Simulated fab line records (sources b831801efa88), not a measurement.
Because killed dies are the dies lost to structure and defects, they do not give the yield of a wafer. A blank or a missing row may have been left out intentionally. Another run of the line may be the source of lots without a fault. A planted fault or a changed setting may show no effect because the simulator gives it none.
Matching of chambers | flow gf180mcu | rie diel-03 running GF_M5_ETCH_09: 4 sister chambers
The step etches Si3N4 in CF4/O2, target depth 52 nm, time 11.6 s. 22 wafers are shown with their chamber, then 11 later ones without.

== EACH WAFER AND ITS CHAMBER ==
wafer  | chamber | drypump motor current A (A) | oes product au (a.u.) | throttle valve pct (%)
L076.1 | 1       | 6.6                         | 0.997                 | 5.975
L076.2 | 0       | 5.7                         | 1.015                 | 5.966
L076.5 | 1       | 6.6                         | 0.997                 | 5.966
L077.1 | 2       | 5.8                         | 0.996                 | 5.982
L077.4 | 3       | 5.4                         | 1.011                 | 5.973
L077.6 | 0       | 5.6                         | 1.019                 | 5.969
L080.3 | 2       | 5.8                         | 0.999                 | 5.960
L080.4 | 3       | 5.4                         | 1.000                 | 5.967
L080.6 | 1       | 6.5                         | 0.996                 | 5.968
L081.2 | 0       | 5.6                         | 1.004                 | 5.967
L081.5 | 3       | 5.4                         | 0.998                 | 5.971
L081.6 | 0       | 5.6                         | 0.999                 | 5.984
L087.1 | 1       | 6.5                         | 0.991                 | 5.961
L087.2 | 3       | 5.4                         | 1.011                 | 5.980
L087.3 | 0       | 5.6                         | 1.015                 | 5.972
L087.4 | 2       | 5.8                         | 0.996                 | 5.976
L087.5 | 0       | 5.6                         | 1.008                 | 5.963
L087.6 | 1       | 6.5                         | 1.010                 | 5.978
L088.1 | 0       | 5.6                         | 1.008                 | 5.964
L088.2 | 2       | 5.8                         | 0.995                 | 5.963
L088.3 | 3       | 5.4                         | 1.010                 | 5.973
L088.4 | 1       | 6.5                         | 0.994                 | 5.975

SIGNATURES (averages over the wafers above)
reading                 | chamber 0 | chamber 1 | chamber 2 | chamber 3 | scatter within a chamber
drypump motor current A | 5.614     | 6.533     | 5.800     | 5.400     | 0.0349
oes product au          | 1.00971   | 0.99750   | 0.99650   | 1.00600   | 0.00616
throttle valve pct      | 5.96929   | 5.97050   | 5.97025   | 5.97280   | 0.00722
Rule: for a wafer and a chamber, the distance is found by dividing, reading by reading, the gap between the wafer's reading and the chamber's mean by the reading's scatter, squaring, summing and taking the root. The wafer belongs to the nearest chamber; if the next one is less than 2 further off, it can't be placed. The scatter: take each reading less its chamber's mean, square it, sum over the shown wafers, divide by the number of wafers less the number of chambers, and take the root.

== WAFERS WHOSE CHAMBER IS MISSING ==
wafer  | drypump motor current A (A) | oes product au (a.u.) | throttle valve pct (%)
L088.5 | 5.6                         | 1.002                 | 5.976
L088.6 | 6.5                         | 1.001                 | 5.947
L094.2 | 5.4                         | 1.010                 | 5.965
L094.4 | 5.8                         | 0.999                 | 5.981
L094.5 | 6.5                         | 1.006                 | 5.956
L096.4 | 5.6                         | 1.013                 | 5.951
L096.5 | 6.5                         | 0.995                 | 5.967
L096.6 | 5.6                         | 1.002                 | 5.973
L097.1 | 5.7                         | 1.017                 | 5.985
L097.3 | 5.4                         | 1.014                 | 5.962
L097.5 | 6.5                         | 1.001                 | 5.962

== THE CHAMBER EACH PASSED THROUGH ==
wafer  | from the rows above     | in truth
L088.5 | 0                       | 0
L088.6 | 1                       | 1
L094.2 | 3                       | 3
L094.4 | 2                       | 2
L094.5 | 1                       | 1
L096.4 | 0                       | 0
L096.5 | 1                       | 1
L096.6 | 0                       | 0
L097.1 | can't be placed: 0 or 2 | 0
L097.3 | 3                       | 3
L097.5 | 1                       | 1
10 of 11 placed correctly. Unplaceable from these rows: 1, with the true chamber sitting among the candidates in 1. Number placed wrongly: 0.
